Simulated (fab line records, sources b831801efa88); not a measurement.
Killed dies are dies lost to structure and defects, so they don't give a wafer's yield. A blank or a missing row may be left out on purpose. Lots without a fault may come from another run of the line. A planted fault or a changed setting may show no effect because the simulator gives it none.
Which tool did it? | flow gf180mcu | 7 lots, 21 wafers sampled, at 2 steps of a route of 602

WHAT THE GAUGES READ, wafer by wafer
GF_VT_IMPLANT_TW_MEAS_32.
lot  | measured     | on            | VT_IMPLANT_3_TW
L146 | day 7 04:37  | film_metro-01 | 272.3 271.2 271.6
L148 | day 7 22:55  | film_metro-04 | 268.6 268.6 269.9
L150 | day 8 14:43  | film_metro-01 | 270.9 268.6 270.8
L154 | day 9 11:18  | film_metro-02 | 265.7 266.1 265.6
L158 | day 10 22:05 | film_metro-04 | 269.5 269.9 269.9
L160 | day 11 12:00 | film_metro-04 | 523.0 520.9 525.6
L162 | day 12 01:37 | film_metro-01 | 523.6 526.2 528.5

WHICH TOOL RAN EACH LOT (tool, then ch and the chambers of the sampled wafers, then the start)
lot  | GF_VT_IMPLANT_IMPLANT_30
L146 | implanter-04 ch 0, day 7 04:22
L148 | implanter-01 ch 0, day 7 22:41
L150 | implanter-03 ch 0, day 8 14:30
L154 | implanter-03 ch 0, day 9 11:03
L158 | implanter-03 ch 0, day 10 21:50
L160 | implanter-03 ch 0, day 11 11:46
L162 | implanter-04 ch 0, day 12 01:23
- GF_VT_IMPLANT_IMPLANT_30

THE ANSWER, worked out from the rows above alone
Rule: what is usual is taken from the lots themselves. Put in order of their means at a reading, lots are off if they are a third of the lots or fewer, leave a main group of 4 or more, and stand apart from it by a gap of 3 or more times the standard deviation of the main group's means; of several such gaps the widest counts. A main group whose means are all the same, to the digits that the tables above print for the reading, isn't used. A lot without any number at a reading at which 4 lots or more have one is off too. The other lots that the step has rows for count as sound.
Off: L160, L162, at GF_VT_IMPLANT_TW_MEAS_32 (VT_IMPLANT_3_TW). The main group: mean 269.3, standard deviation 1.9.
A tool fits if, at a process step before that reading, it ran every lot that is off, and no sound lot after the first of them. The gauges at GF_VT_IMPLANT_TW_MEAS_32 are tried like those tools. None of those tried fits.

WHAT THE SIMULATOR HAD PUT IN
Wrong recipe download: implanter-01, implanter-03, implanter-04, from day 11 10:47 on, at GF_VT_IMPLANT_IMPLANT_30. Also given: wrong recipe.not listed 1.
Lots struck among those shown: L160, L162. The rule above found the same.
